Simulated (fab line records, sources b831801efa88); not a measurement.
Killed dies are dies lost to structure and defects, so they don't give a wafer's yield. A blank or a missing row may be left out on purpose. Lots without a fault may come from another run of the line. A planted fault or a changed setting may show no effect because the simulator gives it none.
fab line records | flow sky130
record lots=12 wafers=36 last_day=50
route steps=708 shown LDD_N@248 LOCAL_INTERCONNECT@398 CONTACT@410
lots that met no fault: from a run of the same line without faults
start_h: hours from the record's first day to the start of the lot's first wafer shown | wait_h: hours since the lot's step before | " the same as in the row above | L1.1+2: a row that stands for several wafers | - no value, or no start given | * or withheld: withheld | < > ~ a bound
route shown NAME@n: a module of which the file shows steps, and the number in the route of the first | usual: mean/standard deviation of fault-free wafers | same: alike in all rows | chamber/n: place in a boat | sites: the reading at each site | _std_site: their standard deviation | _edge_site: outer sites' mean less inner sites' | radius_mm: how far each site lies from the wafer's centre | mask NAME#n: copy n | behind: the tool/chamber that last shaped the wafer | hold: why the lot was held/for how many hours/how that ended | device: the transistor (n, p or np) that didn't switch | end of line: the same wafers' tests at the end of the route | a step without rows: its recipe alone | killed: dies lost to structure and defects at the first sort, not the wafer's yield | map: a wafer's dies, x killed, . not, _ none there
set.NAME: the setting as run; set.NAME@STEP: as run at that earlier step | model.NAME: the simulator's own value behind a step, which no gauge read
steps of the route over a sample of lots; a table a step, a row a wafer
services: from which hour (start_h, from the record's first day; less than 0 if before it) a tool's chamber was out of use, for how many hours, and why
## steps
# step SKY_LDD_N_IMPLANT_11
# recipe species=As energy_kev=20 dose_cm2=7.5e+13 tilt_deg=withheld rotation_deg=293
# usual beam_on_s=9.99/0.22 dose_ions_cm2=7.502e+13/8.2e+10 faraday_current_uA=423/9.1
# columns lot.wafer tool chamber start_h wait_h beam_on_s dose_ions_cm2 faraday_current_uA
L788.2 implanter-04 0 429.29 0.1 10.13 7.516e+13 415
L788.3 " 0 " " 10.25 7.506e+13 413
L788.4 " 0 " " 10.13 7.508e+13 418
L789.2 implanter-02 0 448.86 0.1 10.21 7.523e+13 411
L789.3 " 0 " " 9.77 7.505e+13 429
L789.5 " 0 " " 9.68 7.499e+13 436
L792.1 implanter-01 0 460.83 0.1 9.77 7.51e+13 432
L792.4 " 0 " " 10.02 7.506e+13 424
L792.6 " 0 " " 9.72 7.497e+13 432
L791.2 implanter-02 0 462.69 0.1 10.16 7.505e+13 417
L791.3 " 0 " " 9.64 7.493e+13 438
L791.5 " 0 " " 10.11 7.508e+13 419
L795.4 implanter-01 0 486.34 0.1 10.35 7.477e+13 407
L795.5 " 0 " " 10.18 7.507e+13 414
L795.6 " 0 " " 9.83 7.487e+13 430
L800.1 implanter-04 0 515.56 0.1 9.92 5.704e+13 324
L800.5 " 0 " " 10.46 5.716e+13 308
L800.6 " 0 " " 10.24 5.719e+13 314
L801.1 implanter-04 0 524.46 0.1 9.98 5.717e+13 323
L801.4 " 0 " " 9.84 5.719e+13 327
L801.5 " 0 " " 10.02 5.705e+13 320
L803.2 implanter-01 0 551.79 0.1 10.02 7.519e+13 422
L803.3 " 0 " " 9.69 7.513e+13 436
L803.5 " 0 " " 10.33 7.508e+13 408
L804.1 implanter-01 0 563.28 0.1 10.43 7.5e+13 406
L804.2 " 0 " " 9.96 7.495e+13 426
L804.4 " 0 " " 9.99 7.504e+13 422
L805.3 implanter-02 0 571.23 0.1 10.16 7.504e+13 415
L805.4 " 0 " " 10.20 7.497e+13 413
L805.6 " 0 " " 10.24 7.498e+13 414
L807.1 implanter-04 0 590.41 0.1 9.56 7.505e+13 441
L807.5 " 0 " " 9.95 7.511e+13 424
L807.6 " 0 " " 10.07 7.502e+13 420
L809.1 implanter-01 0 597.66 0.1 10.10 7.496e+13 417
L809.4 " 0 " " 9.87 7.499e+13 428
L809.6 " 0 " " 10.26 7.502e+13 412
# step SKY_LDD_N_STRIP_16
# recipe chemistry=O2/N2 power_w=1400 pressure_mtorr=1500 platen_temp_c=withheld o2_flow_sccm=3000 n2_flow_sccm=300 overash_fraction=0.5
# usual drypump_motor_current_A=5.5/0.43 oes_product_au=0.407/0.0045 strip_time_to_endpoint_s=4.317/0.014
# columns lot.wafer tool chamber start_h wait_h drypump_motor_current_A oes_product_au rf_hours_counter_h strip_time_to_endpoint_s
L788.2 plasma_asher-02 0 430.02 0.1 5.6 0.406 81 4.323
L788.3 " 1 " " 5.3 0.411 - 4.331
L788.4 " 0 " " 5.7 0.406 - 4.325
L789.2 plasma_asher-02 1 449.58 0.1 5.3 0.407 85 4.325
L789.3 " 0 " " 5.7 0.402 - 4.307
L789.5 " 0 " " 5.6 0.400 - 4.308
L792.1 plasma_asher-03 0 461.58 0.1 4.7 0.406 1 4.315
L792.4 " 0 " " 4.7 0.400 - 4.301
L792.6 " 1 " " 5.9 0.397 - 4.322
L791.2 plasma_asher-03 0 463.41 0.1 4.7 0.402 1 4.296
L791.3 " 1 " " 5.9 0.401 - 4.306
L791.5 " 0 " " 4.7 0.403 - 4.312
L795.4 plasma_asher-02 1 487.04 0.1 5.3 0.402 - 4.311
L795.5 " 0 " " 5.6 0.400 - 4.312
L795.6 " 1 " " 5.3 0.405 - 4.311
L800.1 plasma_asher-02 1 516.31 0.1 5.3 0.400 92 4.222
L800.5 " 0 " " 5.6 0.409 - 4.253
L800.6 " 1 " " 5.3 0.406 - 4.256
L801.1 plasma_asher-01 1 525.21 0.1 5.3 0.405 68 4.259
L801.4 " 0 " " 6.0 0.398 - 4.267
L801.5 " 1 " " 5.3 0.405 - 4.272
L803.2 plasma_asher-03 0 552.51 0.1 4.7 0.407 10 4.323
L803.3 " 0 " " 4.7 0.409 - 4.298
L803.5 " 0 " " 4.7 0.406 - 4.345
L804.1 plasma_asher-02 0 564.03 0.1 5.6 0.408 97 4.323
L804.2 " 1 " " 5.2 0.396 97 4.346
L804.4 " 0 " " 5.6 0.412 - 4.322
L805.3 plasma_asher-03 0 571.97 0.1 4.7 0.404 - 4.332
L805.4 " 1 " " 5.9 0.411 - 4.342
L805.6 " 1 " " 5.8 0.417 - 4.324
L807.1 plasma_asher-03 0 591.16 0.1 4.7 0.411 14 4.300
L807.5 " 0 " " 4.7 0.405 - 4.297
L807.6 " 1 " " 5.9 0.409 - 4.296
L809.1 plasma_asher-01 1 598.41 0.1 5.3 0.411 75 4.328
L809.4 " 0 " " 6.0 0.408 - 4.342
L809.6 " 0 " " 6.0 0.408 - 4.320
# step SKY_LOCAL_INTERCONNECT_CD_MEAS_11
# recipe target_cd_nm=170
# usual cd_nm=170.2/1.6
# columns lot.wafer tool chamber start_h wait_h cd_nm
L788.2 cd_sem-02 - 725.89 - 172.1
L788.3 " - " " 170.4
L788.4 " - " " 171.3
L789.2 cd_sem-02 - 748.69 - 173.2
L789.3 " - " " 171.3
L789.5 " - " " 172.1
L792.1 cd_sem-01 - 755.50 - 169.9
L792.4 " - " " 167.9
L792.6 " - " " 167.8
L791.2 cd_sem-01 - 757.17 - 170.5
L791.3 " - " " 170.8
L791.5 " - " " 170.0
L795.4 cd_sem-02 - 779.33 - 171.7
L795.5 " - " " 170.6
L795.6 " - " " 170.8
L800.1 cd_sem-01 - 805.00 - 170.9
L800.5 " - " " 172.1
L800.6 " - " " 170.6
L801.1 cd_sem-01 - 810.05 - 170.4
L801.4 " - " " 170.1
L801.5 " - " " 170.4
L803.2 cd_sem-02 - 843.97 - 170.1
L803.3 " - " " 171.3
L803.5 " - " " 170.6
L804.1 cd_sem-01 - 845.90 - 171.3
L804.2 " - " " 171.4
L804.4 " - " " 171.1
L805.3 cd_sem-01 - 853.62 - 171.2
L805.4 " - " " 171.3
L805.6 " - " " 171.2
L807.1 cd_sem-01 - 870.90 - 169.0
L807.5 " - " " 170.5
L807.6 " - " " 168.1
L809.1 cd_sem-01 - 875.10 - 172.6
L809.4 " - " " 172.7
L809.6 " - " " 171.4
# step SKY_CONTACT_CMP_04
# recipe material=SiO2 down_force_psi=4 platen_rpm=60 pad_velocity_m_s=0.94248
# usual edge_zone_pressure_frac=1.000/0.0051 motor_current_A=12.3/1.6 time_to_endpoint_s=84/5.3
# columns lot.wafer tool chamber start_h wait_h edge_zone_pressure_frac motor_current_A time_to_endpoint_s
L788.2 cmp-02 0 726.96 0.0 0.999 13.2 82
L788.3 " 2 " " 0.992 10.9 85
L788.4 " 3 " " 1.003 10.9 84
L789.3 cmp-01 1 749.81 0.1 0.994 10.9 90
L789.2 " 2 " " 0.998 11.5 91
L789.5 " 1 " " 1.005 10.7 88
L792.4 cmp-01 2 756.71 0.0 0.991 11.7 82
L792.1 " 3 " " 0.996 13.2 84
L792.6 " 3 " " 0.999 12.9 88
L791.2 cmp-01 2 758.46 0.1 1.003 12.5 87
L791.3 " 3 " " 1.005 12.8 89
L791.5 " 1 " " 1.000 10.2 91
L795.4 cmp-01 0 780.43 0.1 1.007 14.8 82
L795.5 " 3 " " 1.000 12.7 93
L795.6 " 0 " " 1.004 14.5 80
L800.1 cmp-01 3 806.10 0.1 0.990 12.9 87
L800.6 " 3 " " 0.997 13.2 85
L800.5 " 0 " " 0.999 15.6 87
L801.1 cmp-02 2 811.17 0.1 0.993 11.9 86
L801.4 " 3 " " 0.997 10.6 83
L801.5 " 2 " " 0.997 11.5 87
L803.3 cmp-02 0 845.08 0.0 0.993 13.2 80
L803.2 " 1 " " 1.005 11.5 84
L803.5 " 0 " " 0.995 12.1 84
L804.4 cmp-01 3 847.01 0.0 1.006 13.2 83
L804.1 " 0 " " 1.005 15.6 77
L804.2 " 2 " " 0.989 12.4 78
L805.4 cmp-02 0 854.66 0.0 1.005 12.8 75
L805.3 " 2 " " 0.998 10.8 86
L805.6 " 0 " " 0.991 12.9 80
L807.1 cmp-01 3 872.17 0.2 1.001 11.7 84
L807.5 " 0 " " 0.996 15.0 77
L807.6 " 1 " " 0.996 10.6 90
L809.4 cmp-01 0 876.24 0.1 1.010 15.1 87
L809.1 " 1 " " 0.999 10.1 100
L809.6 " 3 " " 1.001 12.6 97
# step SKY_CONTACT_CD_MEAS_14
# recipe target_cd_nm=170
# usual cd_nm=169.0/1.8
# columns lot.wafer tool chamber start_h wait_h cd_nm
L788.2 cd_sem-01 - 754.55 - 171.1
L788.3 " - " " 171.6
L788.4 " - " " 171.2
L789.2 cd_sem-01 - 776.72 - 169.3
L789.3 " - " " 170.7
L789.5 " - " " 168.8
L792.1 cd_sem-01 - 783.75 - 167.1
L792.4 " - " " 168.4
L792.6 " - " " 167.6
L791.2 cd_sem-01 - 785.52 - 170.3
L791.3 " - " " 169.9
L791.5 " - " " 169.0
L795.4 cd_sem-01 - 807.71 - 166.8
L795.5 " - " " 166.1
L795.6 " - " " 167.1
L800.1 cd_sem-02 - 831.90 - 167.6
L800.5 " - " " 167.3
L800.6 " - " " 166.6
L801.1 cd_sem-02 - 836.85 - 171.5
L801.4 " - " " 170.9
L801.5 " - " " 170.1
L803.2 cd_sem-02 - 871.27 - 171.1
L803.3 " - " " 170.3
L803.5 " - " " 171.0
L804.1 cd_sem-01 - 872.95 - 170.0
L804.2 " - " " 168.1
L804.4 " - " " 168.1
L805.3 cd_sem-01 - 881.29 - 170.9
L805.4 " - " " 170.6
L805.6 " - " " 170.3
L807.1 cd_sem-01 - 898.50 - 169.7
L807.5 " - " " 169.6
L807.6 " - " " 170.7
L809.1 cd_sem-01 - 902.10 - 169.1
L809.4 " - " " 169.6
L809.6 " - " " 169.7
## services
# columns tool chamber start_h hours kind
plasma_asher-03 - 415.59 25.4 pm
plasma_asher-02 - 434.87 0.5 repair
plasma_asher-03 - 440.96 9.0 pm
cmp-01 - 480.65 7.2 pm
plasma_asher-03 - 485.48 3.0 repair
cmp-01 - 492.93 0.4 repair
cmp-01 - 530.11 0.6 repair
implanter-01 - 531.52 2.8 repair
plasma_asher-02 - 556.55 1.0 repair
cmp-01 - 557.52 0.7 repair
cmp-01 - 560.97 3.5 pm
cmp-01 - 572.00 4.0 pm
implanter-01 - 572.61 19.6 pm
implanter-01 - 592.19 1.0 repair
implanter-01 - 607.51 19.4 pm
implanter-01 - 633.29 5.2 pm
cmp-01 - 661.19 0.2 repair
plasma_asher-02 - 676.57 8.3 repair
plasma_asher-02 - 679.12 1.8 repair
plasma_asher-02 - 697.77 1.1 repair
implanter-01 - 715.82 2.5 repair
cmp-01 - 743.97 1.0 repair
cmp-01 - 770.88 1.5 repair
cmp-01 - 841.60 0.8 repair
## key
first_sign step=SKY_LDD_N_IMPLANT_11 reading=dose_ions_cm2 direction=down sigmas=99+ usual=* struck=*
effect step=SKY_LDD_N_IMPLANT_11 reading=faraday_current_uA direction=down sigmas=11 usual=423 struck=319
effect step=SKY_LDD_N_STRIP_16 reading=strip_time_to_endpoint_s direction=down sigmas=4.5 usual=* struck=*
met_at SKY_LDD_N_IMPLANT_11
struck_lots L800,L801
tester_left_out L800,L801
not_acting_at SKY_LOCAL_INTERCONNECT_CD_MEAS_11,SKY_CONTACT_CMP_04,SKY_CONTACT_CD_MEAS_14
onset_between 429.29 515.56
fault kind=process_parameter_drift tool=implanter-04 chamber=- onset_h=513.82 steps=SKY_LDD_N_IMPLANT_11 channel=dose_cm2 offset=* shape=step end_h=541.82 acts_in=* stated=*
# tester_left_out: of these lots the tester's yield and bins aren't shown, on N5 and GAA mostly nor the transistor test; their killed dies are dies lost to structure and defects alone, not to doping, threshold or leakage, so they don't give the yield
